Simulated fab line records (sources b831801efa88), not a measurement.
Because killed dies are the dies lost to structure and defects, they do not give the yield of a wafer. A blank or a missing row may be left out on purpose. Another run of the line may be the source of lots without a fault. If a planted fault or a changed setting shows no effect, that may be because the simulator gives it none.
Which tool did it?	flow sky130	13 lots, 39 wafers sampled, at 5 steps of a route of 708

WHAT EACH GAUGE READ, for each wafer
SKY_SONOS_ONO_THK_MEAS_05. Usual: SONOS_ONO_CVD_04_THK typically reads 5.67 nm, with standard deviation 0.1.
lot	measured	on	SONOS_ONO_CVD_04_THK (nm)	flag
L119	day 12 20:05	filmMetro-02	5.62 5.44 5.60	
L120	day 13 01:20	filmMetro-01	5.67 5.64 5.71	
L122	day 13 13:20	filmMetro-04	5.59 5.58 5.64	
L123	day 13 18:04	filmMetro-01	5.68 5.67 5.61	
L127	day 13 22:19	filmMetro-02	5.66 5.58 5.56	
L128	day 13 22:19	filmMetro-01	5.83 5.76 5.64	
L131	day 13 23:34	filmMetro-01	5.73 5.77 5.85	
L133	day 19 22:25	filmMetro-01	5.63 5.50 5.66	
L134	day 20 09:58	filmMetro-02	5.72 5.77 5.78	
L137	day 20 15:32	filmMetro-01	5.55 5.64 5.73	
L139	day 20 16:47	filmMetro-01	5.58 5.64 5.80	
L140	day 20 21:43	filmMetro-02	5.77 5.81 5.77	
L141	day 21 01:30	filmMetro-04	5.59 5.71 5.59	

SKY_LDD_N_OVL_MEAS_07. Usual: LDD_N_OVL typically reads -1.1 nm, with standard deviation 1.7.
lot	measured	on	LDD_N_OVL (nm)	flag
L119	day 19 03:07	overlay-02	-0.2 -0.2 -0.4	
L120	day 19 10:01	overlay-02	1.1 0.6 1.0	
L122	day 20 02:04	overlay-01	0.9 -0.1 -0.1	
L123	day 20 05:11	overlay-01	-1.6 -2.2 -2.2	
L127	day 20 12:04	overlay-02	0.3 -1.8 -2.4	
L128	day 20 12:22	overlay-01	-4.7 -3.2 -1.2	
L131	day 20 17:42	overlay-01	-1.5 -1.9 -3.7	
L133	day 26 14:55	overlay-01	1.3 2.4 3.1	
L134	day 27 04:13	overlay-01	-0.7 -0.9 0.3	
L137	day 27 09:47	overlay-02	-2.8 0.6 0.0	
L139	day 27 10:25	overlay-01	-1.2 -2.4 -2.3	
L140	day 27 16:43	overlay-01	-1.5 -2.5 -2.1	
L141	day 27 18:47	overlay-01	-1.0 -0.3 -2.7	

TOOL THAT RAN EACH LOT (tool first, then ch and the chambers of the sampled wafers, then the start)
lot	SKY_POLY_GATE_ETCH_16	SKY_POLY_GATE_ETCH_17	SKY_POLY_GATE_STRIP_18
L119	rieDiel-01 ch 0,1,2, day 17 17:17	rieSi-02 ch 0,2,3, day 17 17:22	plasmaAsher-01 ch 0,1, day 17 17:26
L120	rieDiel-04 ch 1,2, day 17 23:02	rieSi-02 ch 0,2,3, day 17 23:08	plasmaAsher-02 ch 0, day 17 23:11
L122	rieDiel-03 ch 0,1,2, day 18 16:14	rieSi-01 ch 0,2, day 18 16:20	plasmaAsher-04 ch 0,1, day 18 16:23
L123	rieDiel-03 ch 0,3, day 18 19:13	rieSi-01 ch 0,1,3, day 18 19:19	plasmaAsher-02 ch 0, day 18 19:22
L127	rieDiel-01 ch 0,1,2, day 19 02:01	rieSi-02 ch 2,3, day 19 02:06	plasmaAsher-04 ch 0,1, day 19 02:10
L128	rieDiel-04 ch 0,1,2, day 19 02:20	rieSi-01 ch 1,3, day 19 02:26	plasmaAsher-02 ch 0,1, day 19 02:29
L131	rieDiel-03 ch 0,1,3, day 19 07:20	rieSi-02 ch 2,3, day 19 07:26	plasmaAsher-04 ch 0,1, day 19 07:31
L133	rieDiel-03 ch 0,1,3, day 25 06:41	rieSi-01 ch 0,2,3, day 25 06:47	plasmaAsher-02 ch 0,1, day 25 06:50
L134	rieDiel-03 ch 0,3, day 25 20:26	rieSi-02 ch 0,2,3, day 25 20:32	plasmaAsher-04 ch 0,1, day 25 20:37
L137	rieDiel-04 ch 1,2,3, day 26 02:58	rieSi-01 ch 0,1,3, day 26 03:04	plasmaAsher-01 ch 0,1, day 26 03:07
L139	rieDiel-01 ch 0,1,2, day 26 03:19	rieSi-02 ch 1,2,3, day 26 03:25	plasmaAsher-04 ch 0,1, day 26 03:28
L140	rieDiel-01 ch 1,2, day 26 09:25	rieSi-02 ch 0,2,3, day 26 09:31	plasmaAsher-04 ch 0,1, day 26 09:36
L141	rieDiel-03 ch 0,1,3, day 26 11:50	rieSi-02 ch 1,2,3, day 26 11:56	plasmaAsher-01 ch 0,1, day 26 11:59
- SKY_POLY_GATE_ETCH_16: etches Si3N4 in CH3F/O2, stops on poly-Si, time 147.5 s, target depth 75 nm.
- SKY_POLY_GATE_ETCH_17: etches poly-Si in HBr/Cl2, stops on SiO2, target depth 180 nm, time 70.5 s.
- SKY_POLY_GATE_STRIP_18: strips in O2/N2.

AS READ BY THE TOOLS THEMSELVES (means over the sampled wafers that have a number; for cases with no such wafer, the mark the record gives instead)
SKY_POLY_GATE_ETCH_16. Usual: drypumpMotorCurrentA 5.8 A, standard deviation 0.59; oesProductAu 0.638 a.u., standard deviation 0.0054; throttleValvePct 10.534 %, standard deviation 0.0096.
lot	tool	drypumpMotorCurrentA (A)	oesProductAu (a.u.)	throttleValvePct (%)	flag
L119	rieDiel-01	5.5	0.642	10.529	
L120	rieDiel-04	6.7	0.637	10.525	
L122	rieDiel-03	5.6	0.640	10.539	
L123	rieDiel-03	6.0	0.633	10.523	
L127	rieDiel-01	5.5	0.639	10.529	
L128	rieDiel-04	6.3	0.642	10.544	
L131	rieDiel-03	6.0	0.636	10.538	
L133	rieDiel-03	6.0	0.640	10.541	
L134	rieDiel-03	6.0	0.641	10.528	
L137	rieDiel-04	6.5	0.639	10.535	
L139	rieDiel-01	5.5	0.636	10.538	
L140	rieDiel-01	5.6	0.639	10.529	
L141	rieDiel-03	6.0	0.639	10.537	

SKY_POLY_GATE_ETCH_17. Usual: drypumpMotorCurrentA 5.9 A, standard deviation 0.3; mfcCl2Sccm 49.99 sccm, standard deviation 0.16; oesProductAu 0.979 a.u., standard deviation 0.0088; throttleValvePct 33.684 %, standard deviation 0.0093.
lot	tool	drypumpMotorCurrentA (A)	mfcCl2Sccm (sccm)	oesProductAu (a.u.)	throttleValvePct (%)	flag
L119	rieSi-02	5.9	49.93	0.975	33.680	
L120	rieSi-02	6.0	50.05	0.974	33.683	
L122	rieSi-01	5.7	49.97	0.982	33.680	
L123	rieSi-01	6.1	50.01	0.979	33.677	
L127	rieSi-02	6.0	50.02	0.989	33.687	
L128	rieSi-01	6.3	50.16	0.978	33.685	
L131	rieSi-02	6.0	49.97	0.994	33.679	
L133	rieSi-01	5.9	49.87	0.976	33.678	
L134	rieSi-02	5.9	50.12	0.970	33.694	
L137	rieSi-01	6.1	50.04	0.931	33.691	OFF
L139	rieSi-02	5.9	50.10	0.984	33.679	
L140	rieSi-02	6.0	49.92	0.974	33.672	
L141	rieSi-02	5.9	50.00	0.976	33.694	

SKY_POLY_GATE_STRIP_18. Usual: drypumpMotorCurrentA 5.80 A, standard deviation 0.054; oesProductAu 0.362 a.u., standard deviation 0.0049; stripTimeToEndpointS 3.19 s, standard deviation 0.055.
lot	tool	drypumpMotorCurrentA (A)	oesProductAu (a.u.)	stripTimeToEndpointS (s)	flag
L119	plasmaAsher-01	5.80	0.359	3.15	
L120	plasmaAsher-02	5.80	0.360	3.10	
L122	plasmaAsher-04	5.80	0.359	3.18	
L123	plasmaAsher-02	5.80	0.364	3.24	
L127	plasmaAsher-04	5.78	0.359	3.11	
L128	plasmaAsher-02	5.77	0.360	3.18	
L131	plasmaAsher-04	5.79	0.361	3.18	
L133	plasmaAsher-02	5.77	0.361	3.20	
L134	plasmaAsher-04	5.79	0.367	3.23	
L137	plasmaAsher-01	5.82	0.362	3.22	
L139	plasmaAsher-04	5.80	0.363	3.14	
L140	plasmaAsher-04	5.79	0.363	3.17	
L141	plasmaAsher-01	5.87	0.361	3.22	

THE ANSWER, worked out from the rows above alone
Rule: lot off if the mean of its wafers having a number is beyond 3 standard deviations from the usual mean. Also off: a lot with no number at a reading for which 4 or more lots have one. Where the step has rows for the other lots, those lots are counted as sound. The gauges are gone through in route order, then the tools' own readings, and for those a lot's mean is taken as printed above. At the first step where some lot is off, the reading lying furthest off is the one used; lots without a number count as furthest.
Off: L137 (SKY_POLY_GATE_ETCH_17, oesProductAu).
A tool fits if, at that step or a process step before it, it ran every lot that is off, and no sound lot after the first of them. Can't be told from this: 2 tools fit, rieDiel-04 at SKY_POLY_GATE_ETCH_16, rieSi-01 at SKY_POLY_GATE_ETCH_17.

WHAT WAS PUT IN BY THE SIMULATOR
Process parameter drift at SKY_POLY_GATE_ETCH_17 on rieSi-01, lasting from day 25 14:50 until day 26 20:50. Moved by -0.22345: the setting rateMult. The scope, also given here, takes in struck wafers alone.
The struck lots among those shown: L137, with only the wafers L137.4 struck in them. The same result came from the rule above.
